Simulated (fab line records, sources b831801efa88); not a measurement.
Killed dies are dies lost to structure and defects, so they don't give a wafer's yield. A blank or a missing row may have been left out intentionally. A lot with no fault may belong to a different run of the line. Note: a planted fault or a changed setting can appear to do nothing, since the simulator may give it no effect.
fab line records	flow sfq_line
[record] lots = 14	wafers = 42	last_day = 80
route steps=325 shown M4@158 JJ@182 M5@207
lots that met no fault: from a run of the same line without faults
start_h: start of the lot's first displayed wafer, in hours after the record's first day	wait_h: hours elapsed since this lot's preceding step	" repeats the value in the row above	L1.1+2: one row covering several wafers at once	- no value, or no start was given	* or withheld: withheld	< > ~ a bound
route shown NAME@n: a module of which the file shows steps, and the number in the route of the first	usual: mean/standard deviation of fault-free wafers	same: alike in all rows	chamber/n: place in a boat	sites: per-site readings	_std_site: how widely they spread, as a standard deviation	_edge_site: outer sites' mean less inner sites'	radius_mm: for every site, how far away it sits from the centre of the wafer	mask NAME#n: copy n	behind: the last tool/chamber to shape the wafer	hold: what put the lot on hold/how long, in hours/how the hold closed	device: whichever transistor did not switch (one of n, p or np)	end of line: at the end of the route, the tests of the same wafers	for a step that has no rows: nothing shown but its recipe	killed: dies that structure and defects cost at the first sort, which is not the same as the wafer's yield	map: a wafer's dies, marking killed ones x, the rest . and places with no die _
set.NAME: setting as actually run; set.NAME@STEP: the setting as run at that earlier step	model.NAME: the simulator's own value behind a step, which no gauge read
a sample of lots followed through the steps of the route, with each step as a table and each wafer as a row
services: when a tool's chamber went out of use (start_h, in hours from the record's first day, below 0 if earlier), for how many hours, and the reason
[[steps]]
[step SFQ_M4_OVL_MEAS_926]
[usual] M4_OVL = 3/6.6
lot.wafer	tool	chamber	start_h	wait_h	M4_OVL[nm]
L673.1	overlay-02	-	814.16	0.1	1
L673.3	"	-	"	"	-4
L673.4	"	-	"	"	-6
L674.1	overlay-02	-	821.36	0.1	9
L674.5	"	-	"	"	9
L674.6	"	-	"	"	7
L675.2	overlay-02	-	831.74	0.1	10
L675.3	"	-	"	"	6
L675.4	"	-	"	"	13
L676.1	overlay-01	-	845.53	0.1	5
L676.2	"	-	"	"	3
L676.5	"	-	"	"	-2
L682.4	overlay-01	-	889.06	0.1	11
L682.5	"	-	"	"	4
L682.6	"	-	"	"	8
L685.1	overlay-01	-	898.64	0.1	6
L685.3	"	-	"	"	3
L685.4	"	-	"	"	5
L686.1	overlay-01	-	903.44	0.1	-4
L686.4	"	-	"	"	0
L686.5	"	-	"	"	-4
L690.3	overlay-01	-	929.65	0.1	0
L690.5	"	-	"	"	3
L690.6	"	-	"	"	-4
L691.1	overlay-01	-	933.24	0.1	-2
L691.4	"	-	"	"	13
L691.6	"	-	"	"	4
L692.2	overlay-01	-	947.74	0.1	13
L692.3	"	-	"	"	9
L692.5	"	-	"	"	13
L693.2	overlay-02	-	952.54	0.1	6
L693.4	"	-	"	"	9
L693.5	"	-	"	"	1
L694.1	overlay-02	-	954.94	0.1	1
L694.2	"	-	"	"	-3
L694.6	"	-	"	"	0
L695.2	overlay-02	-	958.54	0.1	2
L695.4	"	-	"	"	7
L695.6	"	-	"	"	-2
L696.1	overlay-01	-	965.29	0.1	-2
L696.3	"	-	"	"	-7
L696.5	"	-	"	"	-4
[step SFQ_TRILAYER_M4_STRIP_STRIP_097]
[recipe] gas = O2	power_w = 200	platen_temp_c = 40	overash_fraction = 0.65	chemistry = O2	pressure_mtorr = 50
[usual] chamber_pressure_mTorr = 50.00/0.045	drypump_motor_current_A = 5.5/0.37	oes_product_au = 1.001/0.011
lot.wafer	tool	chamber	start_h	wait_h	chamber_pressure_mTorr	drypump_motor_current_A	oes_product_au	rf_hours_counter_h
L673.1	rie_metal-03	1	814.38	0.1	49.94	5.4	1.003	52
L673.3	"	1	"	"	50.06	5.4	1.005	-
L673.4	"	0	"	"	49.98	5.3	0.983	-
L674.1	rie_metal-02	0	821.58	0.1	49.98	5.7	1.007	152
L674.5	"	0	"	"	49.95	5.8	1.003	-
L674.6	"	1	"	"	50.07	5.9	0.977	-
L675.2	rie_metal-03	1	831.95	0.1	50.02	5.4	1.011	55
L675.3	"	1	"	"	49.98	5.4	1.004	-
L675.4	"	0	"	"	49.96	5.3	0.983	-
L676.1	rie_metal-02	0	845.75	0.1	50.05	5.8	1.006	156
L676.2	"	1	"	"	50.03	5.9	0.993	123
L676.5	"	1	"	"	50.08	5.9	0.997	-
L682.4	rie_metal-02	1	890.04	0.7	50.02	5.9	1.000	-
L682.5	"	1	"	"	50.02	5.9	0.994	-
L682.6	"	1	"	"	50.03	5.9	1.000	-
L685.1	rie_metal-04	0	898.86	0.1	50.04	5.1	1.022	90
L685.3	"	1	"	"	50.02	4.8	1.012	-
L685.4	"	0	"	"	50.07	5.1	1.008	-
L686.1	rie_metal-03	1	903.66	0.1	50.00	5.4	1.017	65
L686.4	"	0	"	"	49.88	5.3	0.992	-
L686.5	"	1	"	"	50.05	5.4	1.006	-
L690.3	rie_metal-03	0	930.06	0.2	50.02	5.3	0.994	-
L690.5	"	0	"	"	50.11	5.3	0.992	-
L690.6	"	1	"	"	50.00	5.4	1.012	-
L691.1	rie_metal-04	0	933.46	0.1	50.01	5.1	1.016	96
L691.4	"	1	"	"	49.94	4.8	1.006	-
L691.6	"	0	"	"	49.98	5.1	1.016	-
L692.2	rie_metal-02	1	947.96	0.1	50.00	6.0	0.992	149
L692.3	"	1	"	"	50.06	6.0	0.992	-
L692.5	"	0	"	"	49.97	5.8	1.017	-
L693.2	rie_metal-02	0	952.76	0.1	49.98	5.7	1.004	12
L693.4	"	1	"	"	49.99	5.9	0.990	-
L693.5	"	1	"	"	50.02	5.9	0.996	-
L694.1	rie_metal-02	1	955.16	0.1	49.98	5.9	0.987	151
L694.2	"	0	"	"	49.97	5.8	1.005	13
L694.6	"	1	"	"	50.02	5.9	0.996	-
L695.2	rie_metal-03	1	958.76	0.1	50.01	5.4	1.010	76
L695.4	"	1	"	"	50.02	5.4	1.011	-
L695.6	"	1	"	"	49.88	5.4	1.007	-
L696.1	rie_metal-02	1	965.51	0.1	49.98	5.9	0.978	153
L696.3	"	0	"	"	50.00	5.7	1.015	-
L696.5	"	0	"	"	50.01	5.8	1.014	-
[step SFQ_TRILAYER_JJ_TRILAYER_DEP_SPUTTER_112]
[recipe] material = Nb	base_pressure_pa = 1.33e-06	chamber_pressure_pa = 0.1333	substrate_temp_c = 20	target_thk_nm = 170	power_w = 2000	time_s = 113.3
[usual] throttle_valve_pct = 30.2/1.1
lot.wafer	tool	chamber	start_h	wait_h	throttle_valve_pct
L673.1	pvd_sputter-04	-	956.41	0.5	30.1
L673.3	"	-	"	"	31.5
L673.4	"	-	"	"	31.4
L674.1	pvd_sputter-03	-	968.61	0.5	28.6
L674.5	"	-	"	"	30.1
L674.6	"	-	"	"	30.5
L675.2	pvd_sputter-06	-	983.80	0.5	28.6
L675.3	"	-	"	"	29.4
L675.4	"	-	"	"	30.9
L676.1	pvd_sputter-03	-	1000.58	0.5	30.1
L676.2	"	-	"	"	31.0
L676.5	"	-	"	"	30.2
L682.4	pvd_sputter-04	-	1049.57	0.5	31.7
L682.5	"	-	"	"	31.6
L682.6	"	-	"	"	30.6
L685.1	pvd_sputter-04	-	1064.55	0.5	31.5
L685.3	"	-	"	"	30.6
L685.4	"	-	"	"	31.6
L686.1	pvd_sputter-03	-	1066.97	0.5	31.0
L686.4	"	-	"	"	30.5
L686.5	"	-	"	"	30.0
L690.3	pvd_sputter-06	-	1106.71	0.5	30.8
L690.5	"	-	"	"	28.5
L690.6	"	-	"	"	29.0
L691.1	pvd_sputter-06	-	1116.43	0.5	28.4
L691.4	"	-	"	"	31.0
L691.6	"	-	"	"	29.2
L692.2	pvd_sputter-04	-	1141.61	0.5	30.2
L692.3	"	-	"	"	31.0
L692.5	"	-	"	"	31.3
L693.2	pvd_sputter-03	-	1147.41	0.5	30.0
L693.4	"	-	"	"	28.7
L693.5	"	-	"	"	30.8
L694.1	pvd_sputter-04	-	1154.61	0.5	31.1
L694.2	"	-	"	"	30.0
L694.6	"	-	"	"	30.4
L695.2	pvd_sputter-06	-	1158.21	0.5	31.2
L695.4	"	-	"	"	28.3
L695.6	"	-	"	"	28.6
L696.1	pvd_sputter-04	-	1164.21	0.5	30.0
L696.3	"	-	"	"	31.4
L696.5	"	-	"	"	31.3
[step SFQ_JJ_RS_MEAS_929]
[recipe] thk_meas_gauge = four-point-probe	reads = Nb_of_TRILAYER_JJ_TRILAYER_DEP_SPUTTER_112
[usual] JJ_NB_RS = 1.051/0.014
lot.wafer	tool	chamber	start_h	wait_h	JJ_NB_RS[ohm/sq]
L673.1	film_metro-01	-	956.49	0.0	1.047
L673.3	"	-	"	"	1.044
L673.4	"	-	"	"	1.065
L674.1	film_metro-04	-	968.69	0.0	1.044
L674.5	"	-	"	"	1.057
L674.6	"	-	"	"	1.049
L675.2	film_metro-04	-	983.98	0.1	1.035
L675.3	"	-	"	"	1.034
L675.4	"	-	"	"	1.027
L676.1	film_metro-04	-	1000.66	0.0	1.059
L676.2	"	-	"	"	1.033
L676.5	"	-	"	"	1.060
L682.4	film_metro-01	-	1049.71	0.1	1.006
L682.5	"	-	"	"	1.017
L682.6	"	-	"	"	1.024
L685.1	film_metro-01	-	1064.63	0.0	1.028
L685.3	"	-	"	"	1.009
L685.4	"	-	"	"	1.011
L686.1	film_metro-01	-	1067.05	0.0	1.014
L686.4	"	-	"	"	1.037
L686.5	"	-	"	"	1.036
L690.3	film_metro-01	-	1106.83	0.1	1.061
L690.5	"	-	"	"	1.070
L690.6	"	-	"	"	1.069
L691.1	film_metro-02	-	1116.51	0.0	1.049
L691.4	"	-	"	"	1.048
L691.6	"	-	"	"	1.057
L692.2	film_metro-04	-	1141.71	0.1	1.042
L692.3	"	-	"	"	1.047
L692.5	"	-	"	"	1.056
L693.2	film_metro-01	-	1147.51	0.1	1.069
L693.4	"	-	"	"	1.060
L693.5	"	-	"	"	1.048
L694.1	film_metro-02	-	1154.69	0.0	1.046
L694.2	"	-	"	"	1.040
L694.6	"	-	"	"	1.034
L695.2	film_metro-01	-	1158.31	0.1	1.076
L695.4	"	-	"	"	1.076
L695.6	"	-	"	"	1.072
L696.1	film_metro-01	-	1164.29	0.0	1.055
L696.3	"	-	"	"	1.034
L696.5	"	-	"	"	1.060
[step SFQ_TRILAYER_M5_STRIP_STRIP_127]
[recipe] gas = O2	power_w = 200	platen_temp_c = 40	overash_fraction = 0.65	chemistry = O2	pressure_mtorr = 50
[usual] chamber_pressure_mTorr = 50.00/0.048	drypump_motor_current_A = 5.5/0.3	oes_product_au = 1.012/0.01
lot.wafer	tool	chamber	start_h	wait_h	chamber_pressure_mTorr	drypump_motor_current_A	oes_product_au	rf_hours_counter_h
L673.1	rie_metal-03	0	1070.55	0.1	50.05	5.3	1.013	96
L673.3	"	0	"	"	50.09	5.3	0.998	-
L673.4	"	1	"	"	49.97	5.4	1.021	-
L674.1	rie_metal-03	0	1077.75	0.1	49.95	5.3	0.987	97
L674.5	"	1	"	"	49.99	5.4	1.021	-
L674.6	"	0	"	"	50.04	5.3	0.999	-
L675.2	rie_metal-01	1	1085.41	0.5	49.99	5.2	1.031	-
L675.3	"	1	"	"	49.97	5.2	1.027	-
L675.4	"	1	"	"	50.01	5.2	1.035	-
L676.1	rie_metal-03	0	1100.87	0.1	49.95	5.3	0.999	101
L676.2	"	1	"	"	50.00	5.4	1.018	90
L676.5	"	0	"	"	50.01	5.3	0.992	-
L682.4	rie_metal-01	0	1327.18	0.3	49.96	5.1	1.017	-
L682.5	"	0	"	"	50.02	5.1	1.015	-
L682.6	"	1	"	"	49.98	5.2	1.003	-
L685.1	rie_metal-02	0	1347.10	0.1	49.95	5.7	1.005	64
L685.3	"	1	"	"	49.99	6.0	1.018	-
L685.4	"	0	"	"	50.01	5.8	1.008	-
L686.1	rie_metal-03	1	1353.10	0.1	49.98	5.4	1.012	119
L686.4	"	1	"	"	49.93	5.4	1.010	-
L686.5	"	0	"	"	50.00	5.3	1.004	-
L690.3	rie_metal-02	0	1400.38	0.3	50.03	5.8	1.014	-
L690.5	"	0	"	"	50.03	5.7	1.010	-
L690.6	"	1	"	"	50.04	5.9	1.013	-
L691.1	rie_metal-03	1	1410.03	0.3	49.97	5.4	1.019	129
L691.4	"	1	"	"	50.02	5.4	1.012	-
L691.6	"	1	"	"	50.06	5.4	1.012	-
L692.2	rie_metal-02	0	1437.65	0.1	50.03	5.8	1.015	73
L692.3	"	0	"	"	50.01	5.8	1.011	-
L692.5	"	1	"	"	49.97	5.9	1.016	-
L693.2	rie_metal-01	0	1443.73	0.2	49.94	5.0	1.009	43
L693.4	"	0	"	"	50.07	5.1	1.013	-
L693.5	"	0	"	"	50.07	5.1	1.019	-
L694.1	rie_metal-03	1	1444.85	0.1	49.98	5.4	1.006	134
L694.2	"	0	"	"	49.99	5.3	0.991	140
L694.6	"	1	"	"	49.98	5.4	1.008	-
L695.2	rie_metal-02	1	1452.20	0.1	50.03	5.9	1.021	31
L695.4	"	1	"	"	49.98	5.9	1.028	-
L695.6	"	1	"	"	50.06	5.9	1.008	-
L696.1	rie_metal-02	1	1455.77	0.1	49.99	5.9	1.012	31
L696.3	"	1	"	"	49.95	5.9	1.023	-
L696.5	"	0	"	"	49.93	5.7	1.016	-
[[services]]
tool	chamber	start_h	hours	kind
rie_metal-03	-	837.32	15.6	pm
pvd_sputter-03	-	859.17	2.3	repair
rie_metal-03	-	866.77	14.6	pm
pvd_sputter-06	-	923.44	1.4	repair
pvd_sputter-03	-	927.53	0.5	repair
rie_metal-03	1	942.42	2.1	repair
rie_metal-03	-	962.67	28.1	pm
pvd_sputter-04	-	967.92	5.5	repair
rie_metal-02	0	1059.60	20.6	repair
rie_metal-03	1	1079.16	8.3	repair
pvd_sputter-04	-	1102.19	5.2	repair
rie_metal-02	1	1103.49	5.7	repair
pvd_sputter-04	-	1121.64	4.6	repair
rie_metal-02	-	1124.02	2.8	pm
rie_metal-03	-	1134.19	2.8	pm
rie_metal-03	-	1197.77	1.3	repair
rie_metal-02	1	1245.18	11.8	repair
rie_metal-02	-	1280.43	2.0	repair
pvd_sputter-04	-	1288.55	4.3	repair
rie_metal-02	1	1312.15	21.1	repair
rie_metal-03	-	1357.59	0.9	repair
rie_metal-02	-	1363.36	14.6	pm
rie_metal-03	-	1391.84	1.2	repair
rie_metal-03	0	1400.56	18.8	repair
[[key]]
[first_sign] step = SFQ_JJ_RS_MEAS_929	reading = JJ_NB_RS	direction = down	sigmas = 2.6	usual = 1.051	struck = 1.016
effect none on later readings
met_at SFQ_TRILAYER_JJ_TRILAYER_DEP_SPUTTER_112
struck_lots L682,L685
not_acting_at SFQ_M4_OVL_MEAS_926,SFQ_TRILAYER_M4_STRIP_STRIP_097,SFQ_TRILAYER_M5_STRIP_STRIP_127
onset_between 956.41 1049.57
[fault] kind = process_parameter_drift	tool = pvd_sputter-04	chamber = -	onset_h = 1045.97	steps = SFQ_TRILAYER_JJ_TRILAYER_DEP_SPUTTER_112	channel = time_s	offset = *	shape = step	end_h = 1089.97	acts_in = *	stated = *
